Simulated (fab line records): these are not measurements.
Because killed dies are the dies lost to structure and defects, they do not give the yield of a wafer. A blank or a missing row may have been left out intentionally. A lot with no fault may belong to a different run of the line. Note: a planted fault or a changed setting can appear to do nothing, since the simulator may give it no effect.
fab line records ; flow sky130
record: lots: 5; wafers: 14; last-day: 50
route steps=708 shown METAL3@561 VIA3@573 PAD_OPEN@708
lots with no fault: from the same line, run without faults
start-h: hours from the record's first day to the start of the lot's first wafer shown ; wait-h: hours since the lot's step before ; " repeats the value in the row above ; L1.1+2: several wafers, shown together as one row ; - no value present, or no start provided ; * or withheld: withheld ; < > ~ a bound
route shown NAME@n: NAME is a module with steps in the file, n the number in the route of the first one ; usual: average and standard deviation across the fault-free wafers ; same: alike in all rows ; chamber/n: place in a boat ; sites: readings site by site ; _std_site: standard deviation across them ; _edge_site: inner sites' mean taken away from outer sites' mean ; radius-mm: for every site, how far away it sits from the centre of the wafer ; mask NAME#n: copy n ; behind: tool/chamber where the wafer was last shaped ; hold: what put the lot on hold/how long, in hours/how the hold closed ; device: whichever transistor did not switch (one of n, p or np) ; end of line: at the end of the route, the tests of the same wafers ; a step with no rows: only its recipe ; killed: the dies lost at the first sort to structure and to defects; this is not the yield of the wafer ; map: shows each die of a wafer: x if killed, . if not, _ if none is there
set.NAME: the run value of the setting; set.NAME@STEP: its run value at that earlier step ; model.NAME: the simulator's own value behind a step, which no gauge read
certain route steps with their lots: each step a table, each wafer a row
services: the hour from which a tool's chamber was out of use, counted from the record's first day as start-h (under 0 if before that day), plus the number of hours and why
== steps ==
step: SKY_METAL3_PEB_11
recipe: peb-temp-c: withheld; peb-time-s: withheld; resist: KrF-thick
step: SKY_METAL3_DEVELOP_12
recipe: develop-time-s: 60; resist: KrF-thick; dev-temp-c: 21
step: SKY_METAL3_CD_MEAS_13
recipe: target-cd-nm: 300
usual: cd-nm: 300.0/1.7
lot.wafer;tool;chamber;start-h;wait-h;cd-nm
L324.4;cd-sem-02;-;893.09;-;299.8
L324.5;cd-sem-02;-;893.09;-;298.1
L324.6;cd-sem-02;-;893.09;-;298.9
L325.3;cd-sem-01;-;904.63;-;302.5
L325.4;cd-sem-01;-;904.63;-;301.3
L325.5;cd-sem-01;-;904.63;-;301.7
L338.1;cd-sem-01;-;999.41;-;297.5
L338.2;cd-sem-01;-;999.41;-;297.5
L345.1;cd-sem-01;-;1042.68;-;304.4
L345.3;cd-sem-01;-;1042.68;-;304.1
L345.4;cd-sem-01;-;1042.68;-;304.1
L347.1;cd-sem-02;-;1051.68;-;300.0
L347.4;cd-sem-02;-;1051.68;-;300.7
L347.6;cd-sem-02;-;1051.68;-;299.1
step: SKY_METAL3_OVL_MEAS_14
usual: METAL3_OVL: 1/5.9
lot.wafer;tool;chamber;start-h;wait-h;METAL3_OVL[nm]
L324.4;overlay-02;-;893.17;0.1;4
L324.5;overlay-02;-;893.17;0.1;4
L324.6;overlay-02;-;893.17;0.1;11
L325.3;overlay-02;-;904.72;0.1;3
L325.4;overlay-02;-;904.72;0.1;-5
L325.5;overlay-02;-;904.72;0.1;5
L338.1;overlay-01;-;999.53;0.1;2
L338.2;overlay-01;-;999.53;0.1;0
L345.1;overlay-02;-;1042.80;0.1;1
L345.3;overlay-02;-;1042.80;0.1;0
L345.4;overlay-02;-;1042.80;0.1;0
L347.1;overlay-02;-;1051.80;0.1;-4
L347.4;overlay-02;-;1051.80;0.1;6
L347.6;overlay-02;-;1051.80;0.1;6
step: SKY_METAL3_DESCUM_15
recipe: chemistry: O2; source-power-w: 150; bias-power-w: 0; pressure-mtorr: 10; temp-c: 40; time-s: 8
usual: drypump-motor-current-A: 6.13/0.21; he-backside-leak-sccm: 3.37/0.24; oes-product-au: 0.997/0.01
lot.wafer;tool;chamber;start-h;wait-h;drypump-motor-current-A;he-backside-leak-sccm;oes-product-au;rf-hours-counter-h
L324.4;rie-metal-03;0;893.19;0.0;6.14;3.53;0.990;-
L324.5;rie-metal-03;1;893.19;0.0;6.17;3.19;1.002;-
L324.6;rie-metal-03;0;893.19;0.0;6.13;3.40;1.014;-
L325.3;rie-metal-03;0;904.76;0.0;6.13;3.58;1.006;-
L325.4;rie-metal-03;1;904.76;0.0;6.19;3.30;0.992;-
L325.5;rie-metal-03;0;904.76;0.0;6.12;3.65;0.994;-
L338.1;rie-metal-02;1;999.57;0.0;6.24;3.59;1.003;9
L338.2;rie-metal-02;0;999.57;0.0;5.76;3.17;1.002;11
L345.1;rie-metal-02;0;1042.83;0.0;5.71;3.20;1.001;14
L345.3;rie-metal-02;1;1042.83;0.0;6.24;3.23;1.014;-
L345.4;rie-metal-02;0;1042.83;0.0;5.69;3.21;1.001;-
L347.1;rie-metal-02;1;1051.83;0.0;6.24;3.52;1.003;13
L347.4;rie-metal-02;1;1051.83;0.0;6.23;3.41;1.003;-
L347.6;rie-metal-02;0;1051.83;0.0;5.72;3.25;1.017;-
step: SKY_METAL3_ETCH_16
recipe: chemistry: N2/H2; target: BARC; ion-energy-ev: 200; bias-w: 100; pressure-mtorr: 30; n2-flow-sccm: 100; h2-flow-sccm: 200; icp-w: 500; stop-on: SiO2; time-s: 88.2; target-depth-a: 600
usual: bias-w: 99.98/0.29; drypump-motor-current-A: 6.14/0.21; he-backside-leak-sccm: 3.36/0.27; oes-product-au: 0.625/0.0052; throttle-valve-pct: 13.204/0.0087
lot.wafer;tool;chamber;start-h;wait-h;bias-w;drypump-motor-current-A;he-backside-leak-sccm;oes-product-au;rf-hours-counter-h;throttle-valve-pct
L324.4;rie-metal-03;0;893.25;0.0;100.01;6.12;3.18;0.623;-;13.210
L324.5;rie-metal-03;1;893.25;0.0;100.00;6.17;3.17;0.629;-;13.207
L324.6;rie-metal-03;0;893.25;0.0;99.44;6.14;3.25;0.625;-;13.206
L325.3;rie-metal-03;0;904.81;0.0;99.95;6.12;3.44;0.629;-;13.222
L325.4;rie-metal-03;1;904.81;0.0;100.19;6.16;3.22;0.631;-;13.223
L325.5;rie-metal-03;0;904.81;0.0;99.88;6.13;3.35;0.632;-;13.200
L338.1;rie-metal-02;1;999.60;0.0;99.88;6.24;3.46;0.627;9;13.198
L338.2;rie-metal-02;0;999.60;0.0;100.04;5.73;3.16;0.619;11;13.221
L345.1;rie-metal-02;0;1042.87;0.0;99.99;5.76;3.19;0.631;14;13.193
L345.3;rie-metal-02;1;1042.87;0.0;100.53;6.23;3.48;0.629;-;13.192
L345.4;rie-metal-02;0;1042.87;0.0;99.48;5.72;3.18;0.631;-;13.209
L347.1;rie-metal-02;1;1051.87;0.0;100.14;6.23;3.64;0.632;13;13.215
L347.4;rie-metal-02;1;1051.87;0.0;99.72;6.24;3.75;0.621;-;13.201
L347.6;rie-metal-02;0;1051.87;0.0;99.90;5.74;3.17;0.624;-;13.201
step: SKY_METAL3_ETCH_17
recipe: target: SiO2; stop-on: TiN; chemistry: C4F8/O2/Ar; source-w: 1500; bias-w: 1200; pressure-mtorr: 40; c4f8-flow-sccm: withheld; O2_flow_sccm: 6; Ar_flow_sccm: 300; time-s: 3.9; target-depth-a: 150
usual: bias-w: 1200/3.3; oes-product-au: 0.754/0.0069
lot.wafer;tool;chamber;start-h;wait-h;bias-w;oes-product-au;rf-hours-counter-h
L324.4;rie-diel-04;0;893.31;0.0;1197;0.754;2
L324.5;rie-diel-04;2;893.31;0.0;1199;0.759;-
L324.6;rie-diel-04;3;893.31;0.0;1199;0.758;-
L325.3;rie-diel-04;0;904.88;0.0;1195;0.747;3
L325.4;rie-diel-04;2;904.88;0.0;1202;0.753;13
L325.5;rie-diel-04;2;904.88;0.0;1202;0.754;-
L338.1;rie-diel-02;2;999.70;0.1;1199;0.755;17
L338.2;rie-diel-02;0;999.70;0.1;1200;0.762;12
L345.1;rie-diel-04;1;1042.96;0.1;1203;0.757;12
L345.3;rie-diel-04;3;1042.96;0.1;1197;0.757;11
L345.4;rie-diel-04;0;1042.96;0.1;1196;0.751;5
L347.1;rie-diel-03;1;1051.96;0.1;1201;0.755;1
L347.4;rie-diel-03;3;1051.96;0.1;1195;0.756;23
L347.6;rie-diel-03;2;1051.96;0.1;1196;0.759;-
step: SKY_METAL3_METAL_ETCH_18
recipe: target-depth-a: 8450; stop-on: SiO2; over-etch-frac: 0.3; time-s: 183.1; chemistry: Cl2/BCl3; resist-sidewall-deg: 88; pressure-mtorr: 10; icp-w: 900; bias-w: 48.5; Cl2_flow_sccm: 60; bcl3-flow-sccm: 30
usual: bias-w: 48.51/0.13; drypump-motor-current-A: 6.17/0.21; he-backside-leak-sccm: 3.4/0.45; oes-product-au: 0.864/0.0063; throttle-valve-pct: 22.264/0.0091
same: over-etch-frac: 0.3
lot.wafer;tool;chamber;start-h;wait-h;bias-w;drypump-motor-current-A;he-backside-leak-sccm;oes-product-au;rf-hours-counter-h;throttle-valve-pct
L324.4;rie-metal-01;1;893.39;0.1;48.47;6.21;3.1;0.873;-;22.273
L324.5;rie-metal-01;1;893.39;0.1;48.63;6.23;3.4;0.873;-;22.262
L324.6;rie-metal-01;0;893.39;0.1;48.46;6.37;3.5;0.865;-;22.276
L325.3;rie-metal-01;1;904.95;0.1;48.41;6.23;3.2;0.868;-;22.275
L325.4;rie-metal-01;0;904.95;0.1;48.26;6.39;3.5;0.864;-;22.265
L325.5;rie-metal-01;1;904.95;0.1;48.33;6.25;3.1;0.861;-;22.282
L338.1;rie-metal-03;0;999.71;0.0;48.41;6.13;3.5;0.868;11;22.262
L338.2;rie-metal-03;1;999.71;0.0;48.67;6.17;3.2;0.859;19;22.268
L345.1;rie-metal-03;0;1042.98;0.0;48.29;6.12;3.5;0.859;13;22.266
L345.3;rie-metal-03;0;1042.98;0.0;48.54;6.15;3.4;0.865;-;22.265
L345.4;rie-metal-03;0;1042.98;0.0;48.41;6.12;3.5;0.857;-;22.258
L347.1;rie-metal-01;1;1051.98;0.0;48.57;6.26;3.1;0.868;17;22.260
L347.4;rie-metal-01;0;1051.98;0.0;48.45;6.41;3.6;0.874;-;22.260
L347.6;rie-metal-01;0;1051.98;0.0;48.34;6.39;3.5;0.866;-;22.268
step: SKY_METAL3_STRIP_19
recipe: chemistry: O2/N2; power-w: 1400; pressure-mtorr: 1500; platen-temp-c: withheld; o2-flow-sccm: 3000; n2-flow-sccm: 300; overash-fraction: 0.5
usual: drypump-motor-current-A: 5.7/0.53; oes-product-au: 0.505/0.006; strip-time-to-endpoint-s: 6.58/0.09
same: overash-fraction: 0.5
lot.wafer;tool;chamber;start-h;wait-h;drypump-motor-current-A;oes-product-au;rf-hours-counter-h;strip-time-to-endpoint-s
L324.4;plasma-asher-04;1;893.54;0.1;5.2;0.502;-;6.69
L324.5;plasma-asher-04;1;893.54;0.1;5.2;0.507;-;6.65
L324.6;plasma-asher-04;0;893.54;0.1;6.1;0.520;-;6.73
L325.3;plasma-asher-04;0;905.11;0.1;6.1;0.506;-;6.55
L325.4;plasma-asher-04;1;905.11;0.1;5.2;0.505;-;6.59
L325.5;plasma-asher-04;0;905.11;0.1;6.1;0.497;-;6.55
L338.1;plasma-asher-01;1;999.89;0.1;6.6;0.513;25;6.60
L338.2;plasma-asher-01;0;999.89;0.1;5.3;0.509;25;6.63
L345.1;plasma-asher-04;0;1043.34;0.3;6.1;0.497;124;6.48
L345.3;plasma-asher-04;1;1043.34;0.3;5.1;0.501;-;6.47
L345.4;plasma-asher-04;0;1043.34;0.3;6.1;0.497;-;6.40
L347.1;plasma-asher-02;1;1052.16;0.1;5.1;0.508;61;6.67
L347.4;plasma-asher-02;1;1052.16;0.1;5.1;0.515;-;6.74
L347.6;plasma-asher-02;1;1052.16;0.1;5.1;0.510;-;6.72
step: SKY_METAL3_STRIP_20
recipe: chemistry: post-etch-residue-remover; time-s: 1200; temp-c: 72.5
step: SKY_METAL3_CLEAN_21
recipe: chemistry: IPA; time-s: 180; temp-c: 25
step: SKY_METAL3_CLEAN_22
recipe: chemistry: O3/DIW; dry: n2-spin
step: SKY_VIA3_HDPCVD_00
recipe: material: SiO2; target-thk-nm: 1635; sigma-open-frac: 0.3; time-s: 272.5; temp-c: 400; sih4-flow-sccm: 60; pressure-mtorr: 6
usual: run-length-s: 300.3/0.66
lot.wafer;tool;chamber;start-h;wait-h;run-length-s;model.SiO2_of_VIA3_HDPCVD_00.thk-nm
L324.4;hdpcvd-02;1;894.24;0.1;301.0;1632
L324.5;hdpcvd-02;2;894.24;0.1;300.0;1605
L324.6;hdpcvd-02;0;894.24;0.1;300.9;1610
L325.3;hdpcvd-02;1;906.09;0.0;300.8;1647
L325.4;hdpcvd-02;1;906.09;0.0;301.2;1643
L325.5;hdpcvd-02;2;906.09;0.0;299.2;1645
L338.1;hdpcvd-02;1;1000.55;0.0;300.6;1638
L338.2;hdpcvd-02;2;1000.55;0.0;313.4;1698
L345.1;hdpcvd-01;1;1043.96;0.0;299.4;1620
L345.3;hdpcvd-01;0;1043.96;0.0;300.3;1617
L345.4;hdpcvd-01;1;1043.96;0.0;299.1;1636
L347.1;hdpcvd-01;2;1052.75;0.0;301.6;1629
L347.4;hdpcvd-01;0;1052.75;0.0;300.4;1626
L347.6;hdpcvd-01;2;1052.75;0.0;301.0;1619
step: SKY_VIA3_THK_MEAS_01
recipe: reads: SiO2_of_VIA3_HDPCVD_00
usual: VIA3_HDPCVD_THK: 1632/14
lot.wafer;tool;chamber;start-h;wait-h;hold;VIA3_HDPCVD_THK[nm]
L324.4;film-metro-04;-;894.35;0.0;-;1633
L324.5;film-metro-04;-;894.35;0.0;-;1605
L324.6;film-metro-04;-;894.35;0.0;-;1611
L325.3;film-metro-02;-;906.27;0.1;-;1649
L325.4;film-metro-02;-;906.27;0.1;-;1642
L325.5;film-metro-02;-;906.27;0.1;-;1645
L338.1;film-metro-03;-;1000.72;0.1;await-dispo/0.2h/release;1637
L338.2;film-metro-03;-;1000.72;0.1;await-dispo/0.2h/release;1698
L338.1;film-metro-03;-;1000.95;0.2;-;1638
L338.2;film-metro-03;-;1000.95;0.2;-;1698
L345.1;film-metro-04;-;1044.13;0.1;-;1620
L345.3;film-metro-04;-;1044.13;0.1;-;1618
L345.4;film-metro-04;-;1044.13;0.1;-;1635
L347.1;film-metro-04;-;1052.92;0.1;-;1629
L347.4;film-metro-04;-;1052.92;0.1;-;1626
L347.6;film-metro-04;-;1052.92;0.1;-;1620
step: SKY_PAD_OPEN_PROBE_99
usual: defect-limited-yield: 82.7/2.1; killed_at_M0_to_M3: 43/7.2; killed_at_M4_up: 3.3/1.8; killed-at-contacts: 23/5.5; killed-at-front-end: 16/5.1; killed-at-other: 0.4/0.65; killed-dies: 85/10; killed-open: 46/7.1; killed-short: 38/7.2; sort_bin_3_pad_short: 0.9/0.41; sort_bin_5_function: 10.2/1.5; sort_bin_6_memory: 6.2/1.1; sort-n-pass: 407/10; sort-yield-pct: 82.7/2.1
same: gross-dies: 492; killed-at-back-side: 0; sort_bin_4_leakage[%]: 0; sort_bin_8_speed[%]: 0
lot.wafer;tool;chamber;start-h;wait-h;defect-limited-yield[%];killed_at_M0_to_M3;killed_at_M4_up;killed-at-contacts;killed-at-front-end;killed-at-other;killed-dies;killed-open;killed-short;sort_bin_3_pad_short[%];sort_bin_5_function[%];sort_bin_6_memory[%];sort-n-pass;sort-yield-pct[%]
L345.1;prober-01;-;1187.45;0.1;81.7;36;9;25;20;0;90;41;48;1.8;9.8;6.7;402;81.7
L345.3;prober-01;-;1187.55;0.2;82.3;47;2;24;14;0;87;38;49;1.6;9.3;6.7;405;82.3
L345.4;prober-01;-;1187.60;0.2;85.8;38;4;15;13;0;70;40;30;1.2;7.9;5.1;422;85.8
killed by level:class
L345.1 CONTACT:geometric-particle:open=9 VIA3:geometric-particle:open=8 METAL4:geometric-particle:short=8 POLY_GATE:geometric-particle:short=6 CONTACT:geometric-particle:short=5 LOCAL_INTERCONNECT:geometric-particle:short=4 POLY_GATE:geometric-particle:open=4 METAL3:geometric-particle:short=4
L345.3 CONTACT:geometric-particle:open=9 VIA1:geometric-particle:open=9 POLY_GATE:geometric-particle:short=7 METAL1:geometric-particle:short=7 VIA1:geometric-particle:short=6 VIA3:geometric-particle:open=6 LOCAL_INTERCONNECT:geometric-particle:short=5 METAL3:geometric-particle:short=5
L345.4 VIA1:geometric-particle:open=10 LI_CONTACT:geometric-particle:open=5 VIA3:geometric-particle:open=5 VIA1:geometric-particle:short=5 VIA2:geometric-particle:open=5 VIA3:geometric-particle:short=5 POLY_GATE:geometric-particle:open=4 CONTACT:geometric-particle:open=3
== services ==
tool;chamber;start-h;hours;kind
rie-metal-03;0;871.79;5.1;repair
rie-diel-03;1;874.19;2.0;repair
hdpcvd-02;1;885.35;4.3;repair
plasma-asher-02;-;895.01;2.8;pm
hdpcvd-02;2;900.31;5.7;repair
rie-metal-03;-;913.56;28.1;pm
plasma-asher-02;-;918.88;0.4;repair
hdpcvd-01;-;928.18;0.8;repair
plasma-asher-02;-;928.85;5.6;repair
plasma-asher-01;-;947.24;0.9;repair
rie-metal-03;-;949.76;1.4;pm
hdpcvd-02;-;950.25;15.0;pm
rie-diel-03;-;954.90;4.3;pm
rie-diel-04;0;958.98;14.2;repair
rie-metal-01;-;974.44;0.9;repair
hdpcvd-02;-;979.15;14.6;pm
plasma-asher-04;-;980.56;2.8;pm
plasma-asher-02;-;987.78;3.6;repair
hdpcvd-01;-;993.75;14.6;pm
rie-diel-03;1;994.32;2.9;repair
rie-diel-03;-;1006.03;2.8;pm
rie-metal-03;0;1014.02;8.4;repair
rie-diel-04;0;1018.34;1.9;repair
rie-metal-03;1;1020.78;39.1;repair
== key ==
first-sign: step: SKY_VIA3_HDPCVD_00; reading: run-length-s; direction: up; sigmas: 20; usual: *; struck: *
effect: step: SKY_VIA3_THK_MEAS_01; reading: visit; direction: added
model-effect: step: SKY_VIA3_HDPCVD_00; value: SiO2_of_VIA3_HDPCVD_00.thk-nm; without: 1617; struck: 1698
met-at SKY_VIA3_HDPCVD_00
struck-wafers L338.2
onset-between 906.09 1000.55
fault: kind: process-parameter-drift; tool: hdpcvd-02; chamber: -; onset-h: 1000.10; steps: SKY_VIA3_HDPCVD_00; channel: time-s; offset: *; shape: step; end-h: 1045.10; scope: struck-wafers-only; acts-in: *; stated: *
